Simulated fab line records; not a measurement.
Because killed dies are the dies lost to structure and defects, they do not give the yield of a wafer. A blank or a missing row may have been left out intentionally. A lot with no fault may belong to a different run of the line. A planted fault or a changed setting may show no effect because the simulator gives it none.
fab line records	flow gf180mcu
record: lots: 6	wafers: 18	last_day: 34
route steps=602 shown M5@532 V5@540 TOP_METAL@567 PASSIVATION@602
lots that met no fault: taken from a fault-free run of the same line
start_h: the number of hours between the record's first day and the start of the first shown wafer of the lot	wait_h: how many hours have passed since the lot's step before this one	" the same as in the row above	L1.1+2: a single row standing in for several wafers	- value missing, or start not given	* or withheld: withheld	< > ~ a bound
route shown NAME@n: names a module that has steps shown in the file, with the first one's number in the route	usual: mean/standard deviation taken from wafers without a fault	same: alike in all rows	chamber/n: place in a boat	sites: the reading at each site	_std_site: the standard deviation of these	_edge_site: the outer-site mean with the inner-site mean subtracted	radius_mm: for every site, how far away it sits from the centre of the wafer	mask NAME#n: copy n	behind: the last tool/chamber to shape the wafer	hold: reason for holding the lot/hours on hold/outcome of the hold	device: the n, p or np transistor that did not switch	end of line: the tests these same wafers got at the end of their route	where a step has no rows: the recipe by itself	killed: the dies lost at the first sort to structure and to defects; this is not the yield of the wafer	map: dies across one wafer; x = killed, . = not, _ = none there
set.NAME: setting as actually run; set.NAME@STEP: the setting as run at that earlier step	model.NAME: the simulator's own value behind a step, which no gauge read
lots at selected steps of the route; one table per step, one row per wafer
services: a tool's chamber out of use, with start hour (start_h, from the record's first day; less than 0 if before it), hours out, and reason
== steps ==
step: GF_M5_DEVELOP_06
recipe: develop_time_s: 60	dev_temp_c: 21
step: GF_M5_CD_MEAS_07
recipe: target_cd_nm: 280
usual: cd_nm: 279.7/1.3
lot.wafer	tool	chamber	start_h	wait_h	cd_nm
L817.3	cd_sem-01	-	662.23	0.1	280.4
L817.4	"	-	"	"	280.8
L817.5	"	-	"	"	280.8
L818.1	cd_sem-01	-	668.66	0.1	279.5
L818.2	"	-	"	"	280.1
L818.6	"	-	"	"	280.3
L827.1	cd_sem-01	-	734.44	0.1	278.5
L827.4	"	-	"	"	278.6
L827.5	"	-	"	"	277.9
L828.1	cd_sem-02	-	737.81	0.1	279.0
L828.2	"	-	"	"	278.4
L828.4	"	-	"	"	278.7
L830.1	cd_sem-02	-	749.01	0.1	278.7
L830.3	"	-	"	"	277.9
L830.5	"	-	"	"	277.1
L833.2	cd_sem-01	-	766.02	0.1	280.2
L833.4	"	-	"	"	279.8
L833.6	"	-	"	"	280.8
step: GF_M5_OVL_MEAS_08
usual: M5_OVL: 0/4.8
lot.wafer	tool	chamber	start_h	wait_h	M5_OVL[nm]
L817.3	overlay-01	-	662.32	0.1	-3
L817.4	"	-	"	"	-1
L817.5	"	-	"	"	3
L818.1	overlay-02	-	668.78	0.1	2
L818.2	"	-	"	"	10
L818.6	"	-	"	"	3
L827.1	overlay-01	-	734.56	0.1	4
L827.4	"	-	"	"	0
L827.5	"	-	"	"	-4
L828.1	overlay-02	-	737.93	0.1	0
L828.2	"	-	"	"	3
L828.4	"	-	"	"	1
L830.1	overlay-02	-	749.13	0.1	-5
L830.3	"	-	"	"	0
L830.5	"	-	"	"	-4
L833.2	overlay-01	-	766.12	0.1	4
L833.4	"	-	"	"	-3
L833.6	"	-	"	"	3
step: GF_M5_ETCH_09
recipe: chemistry: CF4/O2	target: Si3N4	target_depth_nm: 52	source_w: 800	bias_w: 150	pressure_mtorr: 150	cf4_flow_sccm: 80	O2_flow_sccm: 10	time_s: 11.6
usual: drypump_motor_current_A: 6.1/0.6	oes_product_au: 0.999/0.008	rf_fwd_power_W: 786/4.9	throttle_valve_pct: 5.971/0.0093
lot.wafer	tool	chamber	start_h	wait_h	drypump_motor_current_A	oes_product_au	rf_fwd_power_W	rf_hours_counter_h	throttle_valve_pct
L817.3	rie_diel-04	3	662.35	0.0	5.4	0.981	778	8	5.952
L817.4	"	0	"	"	5.3	0.996	791	43	5.975
L817.5	"	2	"	"	6.0	0.989	795	-	5.980
L818.1	rie_diel-03	2	668.81	0.0	6.7	0.994	791	51	5.971
L818.2	"	1	"	"	6.7	1.011	786	15	5.974
L818.6	"	2	"	"	6.7	0.986	789	-	5.966
L827.1	rie_diel-04	1	734.59	0.0	6.2	1.002	788	14	5.978
L827.4	"	3	"	"	5.5	0.992	778	11	5.973
L827.5	"	1	"	"	6.2	0.994	791	-	5.951
L828.1	rie_diel-03	1	737.96	0.0	6.7	1.012	789	18	5.972
L828.2	"	3	"	"	6.5	0.992	782	0	5.979
L828.4	"	2	"	"	6.7	1.000	786	53	5.970
L830.1	rie_diel-02	2	749.16	0.0	5.0	0.992	784	16	5.952
L830.3	"	1	"	"	4.7	0.992	788	2	5.966
L830.5	"	0	"	"	5.7	1.000	790	-	5.962
L833.2	rie_diel-03	3	766.15	0.0	6.5	0.994	784	2	5.981
L833.4	"	1	"	"	6.6	1.010	793	-	5.971
L833.6	"	0	"	"	6.6	0.998	783	-	5.962
step: GF_M5_METAL_ETCH_10
recipe: chemistry: Cl2/BCl3	mask_material: KrF	target_depth_nm: 627.5	stop_on: SiO2	pressure_mtorr: 8	icp_w: 800	bias_w: 140	Cl2_flow_sccm: 80	bcl3_flow_sccm: 40	time_s: 104.6
step: GF_M5_STRIP_11
recipe: chemistry: O2/N2	power_w: 1400	pressure_mtorr: 1500	platen_temp_c: 250	o2_flow_sccm: 3000	n2_flow_sccm: 300	overash_fraction: 0.5
step: GF_M5_STRIP_12
recipe: chemistry: post_etch_residue_remover	time_s: 1200	temp_c: 72.5
step: GF_M5_CLEAN_13
recipe: chemistry: DIW	dry: n2_spin
step: GF_V5_CVD_00
recipe: material: SiO2	target_thk_nm: 300	sigma_open_frac: 0.3	temp_c: 400	time_s: 50	sih4_flow_sccm: 60	pressure_mtorr: 6
step: GF_V5_THK_MEAS_01
recipe: reads: SiO2_of_V5_CVD_00
usual: V5_CVD_00_THK: 298.9/2.4
lot.wafer	tool	chamber	start_h	wait_h	V5_CVD_00_THK[nm]
L817.3	film_metro-04	-	663.08	0.0	297.3
L817.4	"	-	"	"	297.9
L817.5	"	-	"	"	301.1
L818.1	film_metro-04	-	669.56	0.0	300.5
L818.2	"	-	"	"	298.2
L818.6	"	-	"	"	298.7
L827.1	film_metro-03	-	735.31	0.0	297.3
L827.4	"	-	"	"	296.6
L827.5	"	-	"	"	301.1
L828.1	film_metro-02	-	738.72	0.0	295.9
L828.2	"	-	"	"	297.1
L828.4	"	-	"	"	299.5
L830.1	film_metro-02	-	749.89	0.0	297.2
L830.3	"	-	"	"	296.2
L830.5	"	-	"	"	295.4
L833.2	film_metro-03	-	766.87	0.0	297.1
L833.4	"	-	"	"	296.1
L833.6	"	-	"	"	295.6
step: GF_V5_CVD_02
recipe: material: SiO2	target_thk_nm: 1450	precursor: TEOS	temp_c: 400	time_s: 163.28	rf_w: 600
step: GF_V5_THK_MEAS_03
recipe: reads: SiO2_of_V5_CVD_02
usual: V5_CVD_02_THK: 1448/17
lot.wafer	tool	chamber	start_h	wait_h	V5_CVD_02_THK[nm]
L817.3	film_metro-03	-	663.25	0.1	1427
L817.4	"	-	"	"	1460
L817.5	"	-	"	"	1461
L818.1	film_metro-02	-	669.73	0.1	1457
L818.2	"	-	"	"	1450
L818.6	"	-	"	"	1462
L827.1	film_metro-02	-	735.48	0.1	1418
L827.4	"	-	"	"	1456
L827.5	"	-	"	"	1463
L828.1	film_metro-02	-	738.88	0.1	1457
L828.2	"	-	"	"	1441
L828.4	"	-	"	"	1478
L830.1	film_metro-02	-	750.06	0.1	1448
L830.3	"	-	"	"	1447
L830.5	"	-	"	"	1447
L833.2	film_metro-02	-	767.04	0.1	1422
L833.4	"	-	"	"	1435
L833.6	"	-	"	"	1444
step: GF_V5_CMP_04
recipe: material: SiO2	down_force_psi: 4	platen_rpm: 60	pad_velocity_m_s: 0.94248
usual: motor_current_A: 12.0/1.7
lot.wafer	tool	chamber	start_h	wait_h	motor_current_A	model.SiO2_of_V5_CVD_02.thk_nm
L817.4	cmp-01	3	663.34	0.1	13.2	854.6
L817.3	"	0	"	"	10.0	854.6
L817.5	"	3	"	"	12.8	854.4
L818.1	cmp-01	3	669.84	0.1	13.4	855.6
L818.2	"	0	"	"	9.9	854.5
L818.6	"	3	"	"	13.6	853.8
L827.1	cmp-01	2	735.54	0.1	11.6	1053
L827.4	"	1	"	"	12.8	1067
L827.5	"	2	"	"	11.8	855.2
L828.4	cmp-01	1	738.94	0.0	13.2	1074
L828.1	"	3	"	"	12.5	1068
L828.2	"	0	"	"	9.8	856.3
L830.1	cmp-02	3	750.22	0.1	14.1	856.9
L830.3	"	0	"	"	9.3	856.5
L830.5	"	2	"	"	10.4	856.1
L833.2	cmp-02	2	767.09	0.0	10.8	855.7
L833.4	"	1	"	"	15.2	854.5
L833.6	"	2	"	"	10.8	854.9
step: GF_V5_BOW_MEAS_05
recipe: mode: bow
usual: V5_BOW: 136/9.3
lot.wafer	tool	chamber	start_h	wait_h	hold	V5_BOW[um]
L817.3	film_metro-03	-	663.63	0.2	-	140
L817.4	"	-	"	"	-	141
L817.5	"	-	"	"	-	137
L818.1	film_metro-02	-	670.09	0.2	-	136
L818.2	"	-	"	"	-	122
L818.6	"	-	"	"	-	132
L827.1	film_metro-03	-	735.84	0.2	await_dispo/0.2h/release	136
L827.4	"	-	"	"	await_dispo/0.2h/release	132
L827.5	"	-	"	"	await_dispo/0.2h/release	124
L827.1	film_metro-03	-	736.12	0.3	-	-
L827.4	"	-	"	"	-	-
L827.5	"	-	"	"	-	-
L828.1	film_metro-03	-	739.24	0.1	await_dispo/0.2h/release	146
L828.2	"	-	"	"	await_dispo/0.2h/release	137
L828.4	"	-	"	"	await_dispo/0.2h/release	142
L828.1	film_metro-03	-	739.53	0.3	-	-
L828.2	"	-	"	"	-	-
L828.4	"	-	"	"	-	-
L830.1	film_metro-03	-	750.42	0.1	-	134
L830.3	"	-	"	"	-	124
L830.5	"	-	"	"	-	119
L833.2	film_metro-02	-	767.41	0.3	-	127
L833.4	"	-	"	"	-	137
L833.6	"	-	"	"	-	128
step: GF_V5_HMDS_07
recipe: prime_time_s: 60	prime_temp_c: 120
step: GF_V5_COAT_08
recipe: resist: BARC	temp_c: withheld	time_s: withheld	spin_rpm: withheld	resist_thk_nm: withheld
step: GF_V5_COAT_09
recipe: resist: KrF	spin_rpm: withheld	resist_thk_nm: 1000
step: GF_V5_SOFTBAKE_10
recipe: temp_c: 130	time_s: 60	resist: KrF
step: GF_V5_EXPOSE_11
recipe: mask_id: Via5	target_cd_nm: 260	na: 0.68	source_shape: conventional	sigma_outer: 0.6	dose_mj: 38
step: GF_V5_PEB_12
recipe: peb_temp_c: 135	peb_time_s: 90	resist: KrF
step: GF_V5_DEVELOP_13
recipe: develop_time_s: 60	resist: KrF	dev_temp_c: 21
step: GF_V5_CD_MEAS_14
recipe: target_cd_nm: 260
usual: cd_nm: 260.2/1.3
lot.wafer	tool	chamber	start_h	wait_h	cd_nm
L817.3	cd_sem-02	-	682.45	0.1	258.8
L817.4	"	-	"	"	261.8
L817.5	"	-	"	"	259.0
L818.1	cd_sem-02	-	688.81	0.1	261.1
L818.2	"	-	"	"	261.3
L818.6	"	-	"	"	260.3
L827.1	cd_sem-01	-	752.86	0.1	259.1
L827.4	"	-	"	"	260.3
L827.5	"	-	"	"	259.3
L828.1	cd_sem-02	-	755.84	0.1	260.2
L828.2	"	-	"	"	260.7
L828.4	"	-	"	"	261.1
L830.1	cd_sem-02	-	767.14	0.1	262.5
L830.3	"	-	"	"	261.1
L830.5	"	-	"	"	262.1
L833.2	cd_sem-02	-	783.13	0.1	260.7
L833.4	"	-	"	"	260.0
L833.6	"	-	"	"	260.3
step: GF_V5_OVL_MEAS_15
usual: V5_OVL: -3/4.5
lot.wafer	tool	chamber	start_h	wait_h	V5_OVL[nm]
L817.3	overlay-02	-	682.54	0.1	1
L817.4	"	-	"	"	-3
L817.5	"	-	"	"	-1
L818.1	overlay-02	-	688.93	0.1	-1
L818.2	"	-	"	"	-2
L818.6	"	-	"	"	0
L827.1	overlay-01	-	752.98	0.1	1
L827.4	"	-	"	"	3
L827.5	"	-	"	"	-9
L828.1	overlay-01	-	755.96	0.1	1
L828.2	"	-	"	"	-3
L828.4	"	-	"	"	-1
L830.1	overlay-02	-	767.26	0.1	-4
L830.3	"	-	"	"	-1
L830.5	"	-	"	"	-4
L833.2	overlay-01	-	783.24	0.1	-3
L833.4	"	-	"	"	-4
L833.6	"	-	"	"	-4
step: GF_V5_ETCH_16
recipe: chemistry: N2/H2	target_depth_a: withheld	overetch_a: withheld	time_s: withheld	target: BARC	ion_energy_ev: 200	source_w: 500	bias_w: 100	pressure_mtorr: 30	n2_flow_sccm: 100	h2_flow_sccm: 200
step: GF_V5_ETCH_17
recipe: chemistry: C4F8/O2/Ar	mask_material: KrF	target: SiO2	stop_on: TiN	source_w: 1500	bias_w: 1200	pressure_mtorr: 40	c4f8_flow_sccm: withheld	O2_flow_sccm: 6	Ar_flow_sccm: 300	time_s: withheld	target_depth_a: 8550
usual: oes_product_au: 0.859/0.005	rf_fwd_power_W: 1494/5.1
lot.wafer	tool	chamber	start_h	wait_h	oes_product_au	rf_fwd_power_W	model.etch.depth_nm	model.V5.feature_depth_nm
L817.3	rie_diel-04	1	-	-	0.852	1493	854.6	854.6
L817.4	"	2	"	"	0.858	1492	854.6	854.6
L817.5	"	0	"	"	0.860	1502	854.4	854.4
L818.1	rie_diel-04	0	-	-	0.855	1497	855.6	855.6
L818.2	"	2	"	"	0.858	1497	854.5	854.5
L818.6	"	0	"	"	0.865	1493	853.8	853.8
L827.1	rie_diel-04	3	-	-	0.969	1490	1053	1053
L827.4	"	1	"	"	0.972	1498	1067	1067
L827.5	"	2	"	"	0.854	1500	855.2	855.2
L828.1	rie_diel-03	3	-	-	0.966	1494	1068	1068
L828.2	"	1	"	"	0.854	1498	856.3	856.3
L828.4	"	0	"	"	0.984	1496	1074	1074
L830.1	rie_diel-04	0	-	-	0.867	1491	856.9	856.9
L830.3	"	1	"	"	0.862	1487	856.5	856.5
L830.5	"	3	"	"	0.863	1490	856.1	856.1
L833.2	rie_diel-03	3	-	-	0.862	1489	855.7	855.7
L833.4	"	1	"	"	0.860	1495	854.5	854.5
L833.6	"	3	"	"	0.849	1489	854.9	854.9
step: GF_V5_STRIP_18
recipe: chemistry: O2/N2	power_w: 1400	pressure_mtorr: 1500	platen_temp_c: 250	o2_flow_sccm: 3000	n2_flow_sccm: 300	overash_fraction: 0.5
usual: drypump_motor_current_A: 5.8/0.52	heater_power_w: 349/37	n2_flow_sccm: 300.0/0.95	oes_product_au: 0.568/0.0051
lot.wafer	tool	chamber	start_h	wait_h	drypump_motor_current_A	heater_power_w	n2_flow_sccm	oes_product_au	rf_hours_counter_h
L817.3	plasma_asher-03	1	682.75	-	6.3	407	298.1	0.564	-
L817.4	"	0	"	"	5.3	334	299.2	0.566	-
L817.5	"	0	"	"	5.3	339	301.0	0.563	-
L818.1	plasma_asher-04	1	689.12	-	6.4	322	300.2	0.567	30
L818.2	"	0	"	"	5.1	332	301.1	0.572	30
L818.6	"	0	"	"	5.1	342	300.6	0.566	-
L827.1	plasma_asher-03	0	753.17	-	5.3	325	299.8	0.576	67
L827.4	"	0	"	"	5.3	331	300.0	0.565	-
L827.5	"	1	"	"	6.3	399	299.1	0.569	-
L828.1	plasma_asher-03	1	756.15	-	6.3	409	299.1	0.567	68
L828.2	"	0	"	"	5.3	322	298.9	0.566	68
L828.4	"	1	"	"	6.3	411	299.2	0.572	-
L830.1	plasma_asher-03	1	767.45	-	6.3	393	302.6	0.572	69
L830.3	"	1	"	"	6.3	399	301.7	0.571	-
L830.5	"	0	"	"	5.3	337	301.6	0.572	-
L833.2	plasma_asher-03	1	783.42	-	6.3	410	299.5	0.573	70
L833.4	"	0	"	"	5.3	329	300.5	0.569	-
L833.6	"	0	"	"	5.3	339	301.0	0.560	-
step: GF_V5_STRIP_19
recipe: chemistry: post_etch_residue_remover	time_s: 1200	temp_c: 72.5
step: GF_V5_CLEAN_20
recipe: chemistry: DIW	dry: n2_spin
step: GF_V5_SPUTTER_21
recipe: material: Ti	target_thk_nm: 15	chamber_pressure_pa: 5	power_w: 2500	substrate_temp_c: 200	time_s: 80.02
step: GF_V5_SPUTTER_22
recipe: material: TiN	target_thk_nm: 10	chamber_pressure_pa: 5	power_w: 4000	time_s: 40
usual: throttle_valve_pct: 30.2/1
lot.wafer	tool	chamber	start_h	wait_h	throttle_valve_pct
L817.3	pvd_sputter-04	-	683.35	0.0	29.9
L817.4	"	-	"	"	30.8
L817.5	"	-	"	"	30.8
L818.1	pvd_sputter-02	-	689.72	0.0	29.7
L818.2	"	-	"	"	30.8
L818.6	"	-	"	"	31.4
L827.1	pvd_sputter-04	-	754.26	0.0	30.6
L827.4	"	-	"	"	29.9
L827.5	"	-	"	"	30.8
L828.1	pvd_sputter-04	-	756.74	0.0	30.2
L828.2	"	-	"	"	30.8
L828.4	"	-	"	"	31.0
L830.1	pvd_sputter-03	-	768.04	0.0	30.3
L830.3	"	-	"	"	28.4
L830.5	"	-	"	"	28.1
L833.2	pvd_sputter-04	-	784.08	0.0	30.9
L833.4	"	-	"	"	29.9
L833.6	"	-	"	"	30.7
step: GF_V5_CVD_23
recipe: material: W	target_thk_nm: 350	time_s: 104.9	temp_c: 400	pressure_torr: 40
usual: heater_power_w: 911/88
lot.wafer	tool	chamber	start_h	wait_h	heater_power_w
L817.3	cvd_w-02	1	683.42	0.1	876
L817.4	"	0	"	"	1025
L817.5	"	1	"	"	863
L818.1	cvd_w-02	0	689.76	0.0	1029
L818.2	"	1	"	"	848
L818.6	"	0	"	"	1054
L827.1	cvd_w-02	1	754.29	0.0	872
L827.4	"	0	"	"	1057
L827.5	"	0	"	"	1056
L828.1	cvd_w-01	0	756.78	0.0	816
L828.2	"	1	"	"	908
L828.4	"	0	"	"	824
L830.1	cvd_w-01	1	768.08	0.0	952
L830.3	"	0	"	"	824
L830.5	"	1	"	"	931
L833.2	cvd_w-02	1	784.12	0.0	886
L833.4	"	0	"	"	1068
L833.6	"	0	"	"	1052
step: GF_V5_RS_MEAS_24
recipe: thk_meas_gauge: four-point-probe	reads: W_of_V5_CVD_23+TiN_of_V5_SPUTTER_22+Ti_of_V5_SPUTTER_21
usual: V5_W_RS: 0.327/0.0054
lot.wafer	tool	chamber	start_h	wait_h	V5_W_RS[ohm/sq]
L817.3	film_metro-03	-	683.54	0.1	0.326
L817.4	"	-	"	"	0.331
L817.5	"	-	"	"	0.323
L818.1	film_metro-02	-	689.87	0.1	0.332
L818.2	"	-	"	"	0.327
L818.6	"	-	"	"	0.336
L827.1	film_metro-02	-	754.41	0.1	0.322
L827.4	"	-	"	"	0.327
L827.5	"	-	"	"	0.327
L828.1	film_metro-04	-	756.89	0.1	0.332
L828.2	"	-	"	"	0.321
L828.4	"	-	"	"	0.331
L830.1	film_metro-02	-	768.19	0.1	0.315
L830.3	"	-	"	"	0.328
L830.5	"	-	"	"	0.317
L833.2	film_metro-03	-	784.25	0.1	0.326
L833.4	"	-	"	"	0.332
L833.6	"	-	"	"	0.332
step: GF_V5_THK_MEAS_25
recipe: thk_meas_gauge: xrf	reads: W_of_V5_CVD_23
usual: V5_W_THK: 343/7
lot.wafer	tool	chamber	start_h	wait_h	V5_W_THK[nm]
L817.3	film_metro-03	-	683.64	0.1	343
L817.4	"	-	"	"	338
L817.5	"	-	"	"	346
L818.1	film_metro-02	-	689.99	0.1	338
L818.2	"	-	"	"	342
L818.6	"	-	"	"	333
L827.1	film_metro-02	-	754.53	0.1	351
L827.4	"	-	"	"	342
L827.5	"	-	"	"	346
L828.1	film_metro-04	-	757.01	0.1	346
L828.2	"	-	"	"	360
L828.4	"	-	"	"	347
L830.1	film_metro-02	-	768.31	0.1	355
L830.3	"	-	"	"	344
L830.5	"	-	"	"	355
L833.2	film_metro-03	-	784.36	0.1	340
L833.4	"	-	"	"	334
L833.6	"	-	"	"	334
step: GF_V5_CMP_26
recipe: stop_on: SiO2	down_force_psi: 3.5	platen_rpm: 60	t_overpolish_s: 15	target_thk_nm: 0	pad_velocity_m_s: 0.94248
usual: motor_current_A: 11.0/1.7
lot.wafer	tool	chamber	start_h	wait_h	motor_current_A	model.SiO2_of_V5_CVD_02.thk_nm
L817.4	cmp-02	0	683.68	0.0	8.7	850.8
L817.3	"	1	"	"	14.0	850.8
L817.5	"	0	"	"	9.4	850.6
L818.2	cmp-01	1	690.10	0.1	12.2	850.7
L818.1	"	2	"	"	11.0	851.8
L818.6	"	1	"	"	12.1	850.1
L827.1	cmp-02	1	754.64	0.1	13.4	1049
L827.4	"	3	"	"	12.4	1063
L827.5	"	1	"	"	14.0	851.4
L828.2	cmp-02	3	757.07	0.0	12.3	852.5
L828.1	"	0	"	"	9.0	1064
L828.4	"	2	"	"	9.4	1071
L830.1	cmp-02	0	768.37	0.1	8.5	853.1
L830.3	"	3	"	"	12.1	852.7
L830.5	"	0	"	"	8.6	852.3
L833.4	cmp-01	0	784.41	0.0	9.0	850.8
L833.2	"	1	"	"	12.3	852
L833.6	"	1	"	"	11.4	851.1
step: GF_TOP_METAL_SPUTTER_00
recipe: material: Ti	target_thk_nm: 37.5	arriving_ion_energy_ev: 80	substrate_temp_c: 200	chamber_pressure_pa: 2	power_w: 4000	time_s: 150
usual: throttle_valve_pct: 30.5/0.71
lot.wafer	tool	chamber	start_h	wait_h	throttle_valve_pct
L817.3	pvd_sputter-04	-	683.98	0.2	31.0
L817.4	"	-	"	"	30.9
L817.5	"	-	"	"	31.0
L818.1	pvd_sputter-01	-	690.35	0.1	28.6
L818.2	"	-	"	"	30.6
L818.6	"	-	"	"	30.8
L827.1	pvd_sputter-04	-	754.89	0.2	31.1
L827.4	"	-	"	"	29.8
L827.5	"	-	"	"	31.1
L828.1	pvd_sputter-04	-	757.37	0.2	30.9
L828.2	"	-	"	"	30.9
L828.4	"	-	"	"	29.8
L830.1	pvd_sputter-02	-	768.67	0.2	29.7
L830.3	"	-	"	"	30.8
L830.5	"	-	"	"	30.0
L833.2	pvd_sputter-02	-	784.71	0.2	29.6
L833.4	"	-	"	"	29.8
L833.6	"	-	"	"	30.8
step: GF_PASSIVATION_PROBE_99
lot.wafer	tool	chamber	start_h	wait_h	hold	model.etest.via5_chain.rc_ohm
L817.3	prober-02	-	723.97	0.2	-	7.027
L817.4	prober-02	-	724.02	0.2	-	6.978
L817.5	prober-02	-	724.07	0.2	-	6.928
L818.1	prober-01	-	729.72	0.1	-	6.598
L818.2	prober-01	-	729.77	0.1	-	7.284
L818.6	prober-01	-	729.97	0.2	-	6.627
L827.1	prober-02	-	788.82	0.1	await_dispo/3.2h/release	10.53
L827.4	prober-02	-	788.97	0.2	await_dispo/3.2h/release	9.322
L827.5	prober-02	-	789.02	0.2	await_dispo/3.2h/release	7.147
L828.1	prober-01	-	792.31	0.1	await_dispo/3.0h/release	15.09
L828.2	prober-01	-	792.36	0.1	await_dispo/3.0h/release	6.978
L828.4	prober-01	-	792.46	0.2	await_dispo/3.0h/release	12.76
L830.1	prober-01	-	803.32	0.1	-	6.922
L830.3	prober-01	-	803.42	0.2	-	6.997
L830.5	prober-01	-	803.52	0.2	-	7.084
L833.2	prober-02	-	817.12	0.1	-	6.974
L833.4	prober-02	-	817.22	0.2	-	6.855
L833.6	prober-02	-	817.32	0.2	-	7.182
killed by level:class
L817.3 V5:geometric_particle:open=7 V2:geometric_particle:short=4 V4:geometric_particle:open=4 STI:geometric_particle:open=3 CONTACT:geometric_particle:short=3 V1:geometric_particle:open=3 STI:geometric_particle:short=2 CONTACT:geometric_particle:open=2
L817.4 CONTACT:geometric_particle:open=8 V4:geometric_particle:open=7 V1:geometric_particle:open=5 V5:geometric_particle:open=5 V4:geometric_particle:short=4 M2:geometric_particle:short=3 V2:geometric_particle:short=3 V2:geometric_particle:open=3
L817.5 V1:geometric_particle:open=9 V2:geometric_particle:open=5 V3:geometric_particle:open=5 STI:geometric_particle:open=4 CONTACT:geometric_particle:open=4 V4:geometric_particle:open=4 V5:geometric_particle:open=4 V4:geometric_particle:short=3
L818.1 V3:geometric_particle:open=6 CONTACT:geometric_particle:open=5 CONTACT:geometric_particle:short=4 M4:geometric_particle:short=4 STI:geometric_particle:open=3 M3:geometric_particle:short=3 V4:geometric_particle:open=3 M5:geometric_particle:short=3
L818.2 CONTACT:geometric_particle:short=7 CONTACT:geometric_particle:open=6 V5:geometric_particle:open=6 V1:geometric_particle:short=5 M1:geometric_particle:short=3 V3:geometric_particle:short=3 M5:geometric_particle:short=3 SALICIDE:geometric_particle:short=2
L818.6 V2:geometric_particle:open=5 CONTACT:geometric_particle:open=4 V3:geometric_particle:short=4 V5:geometric_particle:open=4 STI:geometric_particle:open=3 CONTACT:geometric_particle:short=3 V1:geometric_particle:open=3 SALICIDE:geometric_particle:short=2
L830.1 STI:geometric_particle:open=6 V2:geometric_particle:open=6 V5:geometric_particle:short=5 V1:geometric_particle:short=5 STI:geometric_particle:short=3 V3:geometric_particle:short=3 V2:geometric_particle:short=2 V1:geometric_particle:open=2
L830.3 V4:geometric_particle:open=5 V5:geometric_particle:open=4 V1:geometric_particle:short=3 V1:geometric_particle:open=3 M2:geometric_particle:short=3 V4:geometric_particle:short=3 CONTACT:geometric_particle:open=2 V2:geometric_particle:open=2
L830.5 STI:geometric_particle:short=5 V1:geometric_particle:open=4 CONTACT:geometric_particle:open=4 V2:geometric_particle:open=4 V3:geometric_particle:open=3 V4:geometric_particle:short=3 V5:geometric_particle:open=3 STI:geometric_particle:open=2
L833.2 V1:geometric_particle:open=6 STI:geometric_particle:short=5 V2:geometric_particle:open=4 V1:geometric_particle:short=3 V2:geometric_particle:short=3 M4:geometric_particle:short=3 V4:geometric_particle:open=3 STI:geometric_particle:open=2
L833.4 V1:geometric_particle:open=6 V4:geometric_particle:open=6 CONTACT:geometric_particle:open=4 V1:geometric_particle:short=4 V5:geometric_particle:open=3 STI:geometric_particle:short=2 CONTACT:geometric_particle:short=2 M2:geometric_particle:short=2
L833.6 CONTACT:geometric_particle:open=6 V2:geometric_particle:open=6 V3:geometric_particle:open=5 V5:geometric_particle:open=5 V1:geometric_particle:open=4 V2:geometric_particle:short=4 V4:geometric_particle:open=4 V5:geometric_particle:short=4
map L817.5 (x killed, . not)
__________......x..x_________
________......x..x...._______
______x.x..............._____
_____...........x........____
____....x.........x.......___
___........x...............__
__.......xxx........xx......_
_...........xx..x......x..x..
_.........................x..
_......x.....x...........x...
_......................x..x..
_.......x..x.....x...........
_...x..x............x.x..x...
_.....x..xx.............x..x.
_..x...............x..x......
__.........x............x..._
___........................__
____......x..............x___
_____.....x..x....x......____
______.......xx........._____
________........x....._______
__________x..x......_________
map L833.6 (x killed, . not)
__________.........._________
________.............._______
______.x...x............_____
_____x..........x......x.____
____..xx.......x.x..x.....___
___.......x..x...........x.__
__..x......x..x............._
_...........x...xx..........x
_x...........x.....x.x...x.x.
_............................
_................x...........
_.x.x...................x.x..
_......x............x.......x
_............x.x.xxx..x......
_..x........xx...............
__.........x......xx.......x_
___.........x.....x........__
____...x..x.....x...x.....___
_____...............x....____
______.........x........_____
________.............._______
__________......x..._________
== services ==
tool	chamber	start_h	hours	kind
rie_diel-02	2	640.51	43.9	repair
rie_diel-02	0	645.03	1.5	repair
cmp-02	-	653.12	2.2	repair
pvd_sputter-02	-	675.91	10.1	repair
rie_diel-04	0	677.03	4.6	repair
rie_diel-02	1	683.94	2.8	repair
rie_diel-03	0	685.92	2.9	repair
pvd_sputter-03	-	686.78	4.8	repair
cmp-02	-	696.62	0.9	repair
pvd_sputter-04	-	700.49	1.2	repair
cmp-02	-	713.20	1.8	repair
cmp-02	-	715.03	3.9	pm
pvd_sputter-04	2	729.20	-	consumable_replace:kit
pvd_sputter-04	2	729.20	18.0	scheduled_down
pvd_sputter-02	-	742.68	1.5	repair
cmp-02	-	744.00	4.0	pm
rie_diel-04	0	744.51	10.0	repair
rie_diel-02	3	749.48	6.6	repair
cmp-01	-	749.98	2.2	repair
pvd_sputter-02	-	750.95	7.0	repair
cmp-01	-	759.25	4.5	pm
rie_diel-03	2	764.80	1.5	repair
cvd_w-01	-	775.00	2.8	pm
cvd_w-01	-	782.91	6.9	pm
== key ==
first_sign: step: GF_V5_BOW_MEAS_05	reading: visit	direction: added
effect: step: GF_V5_ETCH_17	reading: oes_product_au	direction: up	sigmas: 23	usual: 0.859	struck: 0.973
effect: step: GF_PASSIVATION_PROBE_99	reading: hold	direction: added
model_effect: step: GF_V5_CMP_04	value: SiO2_of_V5_CVD_02.thk_nm	without: 856.4	struck: 1066
model_effect: step: GF_V5_ETCH_17	value: etch.depth_nm	without: 856.4	struck: 1066
model_effect: step: GF_V5_CMP_26	value: SiO2_of_V5_CVD_02.thk_nm	without: 852.7	struck: 1062
model_effect: step: GF_PASSIVATION_PROBE_99	value: etest.via5_chain.rc_ohm	without: 6.953	struck: 11.93
met_at GF_V5_CMP_04
struck_wafers L827.1,L827.4,L828.1,L828.4
sort_left_out L827.1,L827.4,L828.1,L828.4
onset_between 669.84 735.54
fault: kind: process_parameter_drift	tool: cmp-01	chamber: -	onset_h: 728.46	steps: GF_V5_CMP_04	channel: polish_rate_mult	offset: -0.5	shape: step	end_h: 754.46	scope: struck_wafers_only
sort_left_out: the simulated sort isn't trusted on such a fault, so these wafers' sort isn't shown, and their yield isn't known
